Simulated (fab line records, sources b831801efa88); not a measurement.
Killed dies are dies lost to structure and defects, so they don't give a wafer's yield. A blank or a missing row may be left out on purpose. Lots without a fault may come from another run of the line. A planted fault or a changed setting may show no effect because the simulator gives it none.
A struck lot beside a sound one | flow sky130 | 23 steps out of a route of 708
Sound: wafers L288.1, L288.3, L288.6. Struck: wafers L289.1, L289.2, L289.3. The cause comes at the end.
At each step with rows: each side's tool, then ch and its chambers, then its first start. Under that, the readings that differ: sound wafers | struck wafers | difference of the means | sigmas: that difference in standard deviations of wafers without a fault.
alike: readings whose means differ by less than 2 such deviations, and words and numbers that are the same on both sides. not compared: withheld readings, readings that some wafer has no value for, bounds like >300 that may hide the same value, and numbers for which the record gives no deviation and whose values overlap.
The two part at a step that has a row with sigmas, a row that says differs or no value, or rows on one side only. Numbers that don't overlap but have no deviation are shown without sigmas and don't part them. A reading that every wafer of one side lacks parts them only if that side has two wafers or more.

first, 8 steps without rows for these wafers: SKY_LDD_N_IMPLANT_08; SKY_LDD_N_IMPLANT_09; SKY_LDD_N_IMPLANT_10; SKY_LDD_N_IMPLANT_11; SKY_LDD_N_IMPLANT_12; SKY_LDD_N_IMPLANT_13; SKY_LDD_N_IMPLANT_14; SKY_LDD_N_IMPLANT_15.
SKY_LDD_N_STRIP_16: strips in O2/N2.
  sound on plasma_asher-04 ch 0,1, day 20 02:38; struck on plasma_asher-02 ch 0,1, day 23 01:25
  reading                     | sound       | struck      | difference | sigmas
  drypump_motor_current_A (A) | 6.2 5.6 6.2 | 4.7 5.2 4.7 | -1.1       | -2
  alike: oes_product_au, strip_time_to_endpoint_s
  not compared: rf_hours_counter_h
SKY_LDD_N_TW_MEAS_17:
  sound on film_metro-01, day 20 02:44; struck on film_metro-03, day 23 01:31
  alike: LDD_N_TW
then, 2 steps without rows for these wafers: SKY_LDD_P_DEHYDRATE_00 (time 60 s); SKY_LDD_P_HMDS_01 (prime time 60 s).
SKY_LDD_P_COAT_02: resist thk 1140 nm.
  sound on litho_track-04 ch 0, day 20 16:50; struck on litho_track-04 ch 0, day 23 16:02
  reading                                    | sound                | struck               | difference | sigmas
  spin_speed_rpm (rpm)                       | 2998.5 2999.2 2997.4 | 3506.3 3507.4 3506.3 | +508.3     | +99 or more
  model.NOVOLAK_of_LDD_P_COAT_02.thk_nm (nm) | 1145 1145 1139       | 1053 1054 1055       | -89        |
  alike: resist_line_temp_C
then, 3 steps without rows for these wafers: SKY_LDD_P_SOFTBAKE_03 (time 60 s); SKY_LDD_P_EXPOSE_04 (exposes mask PSDM, target cd 380 nm); SKY_LDD_P_PEB_05.
SKY_LDD_P_DEVELOP_06: develop time 61.53 s.
  sound on litho_track-02 ch 0, day 21 08:40; struck on litho_track-02 ch 0, day 24 06:28
  reading                                    | sound             | struck            | difference | sigmas
  model.NOVOLAK_of_LDD_P_COAT_02.thk_nm (nm) | 1145 1144 1139    | 1053 1054 1054    | -89        |
  model.LDD_P.cd_nm (nm)                     | 377.2 379.1 378.7 | 382.7 385.1 384.5 | +5.8       |
  alike: resist_line_temp_C
SKY_LDD_P_CD_MEAS_07: target cd 380 nm.
  sound on cd_sem-01, day 21 08:49; struck on cd_sem-01, day 24 06:37
  reading    | sound             | struck            | difference | sigmas
  cd_nm (nm) | 377.0 379.0 378.6 | 383.0 384.8 384.2 | +5.8       | +2
SKY_LDD_P_OVL_MEAS_08:
  sound on overlay-01, day 21 08:56; struck on overlay-01, day 24 06:44
  alike: LDD_P_OVL
then, 1 step without rows for these wafers: SKY_LDD_P_IMPLANT_09.
SKY_LDD_P_STRIP_10: strips in O2/N2.
  sound on plasma_asher-03 ch 0,1, day 21 09:08; struck on plasma_asher-03 ch 0,1, day 24 06:56
  reading                      | sound             | struck            | difference | sigmas
  strip_time_to_endpoint_s (s) | 14.23 14.24 14.17 | 13.16 13.18 13.17 | -1.04      | -25
  alike: drypump_motor_current_A, oes_product_au
  not compared: rf_hours_counter_h
SKY_LDD_P_TW_MEAS_11:
  sound on film_metro-01, day 21 09:14; struck on film_metro-04, day 24 07:02
  alike: LDD_P_TW
-- the record jumps here: 25 days lie between the struck wafers' starts before and after (it left off in module LDD_P and takes up again in module PAD_OPEN, whose first step shown is number 708 of the route) --
SKY_PAD_OPEN_PROBE_99:
  sound on prober-01, day 47 04:13; struck on prober-01, day 49 09:34
  alike: killed_at_M0_to_M3, killed_at_M4_up, killed_at_contacts, killed_at_front_end, killed_at_other, killed_dies, killed_open, killed_short

WHERE THEY PART
First at SKY_LDD_N_STRIP_16; last, within this record, at SKY_LDD_P_STRIP_10. Later steps at which nothing parts them and some readings are alike: SKY_LDD_P_TW_MEAS_11, SKY_PAD_OPEN_PROBE_99.

WHY: what the simulator had put in
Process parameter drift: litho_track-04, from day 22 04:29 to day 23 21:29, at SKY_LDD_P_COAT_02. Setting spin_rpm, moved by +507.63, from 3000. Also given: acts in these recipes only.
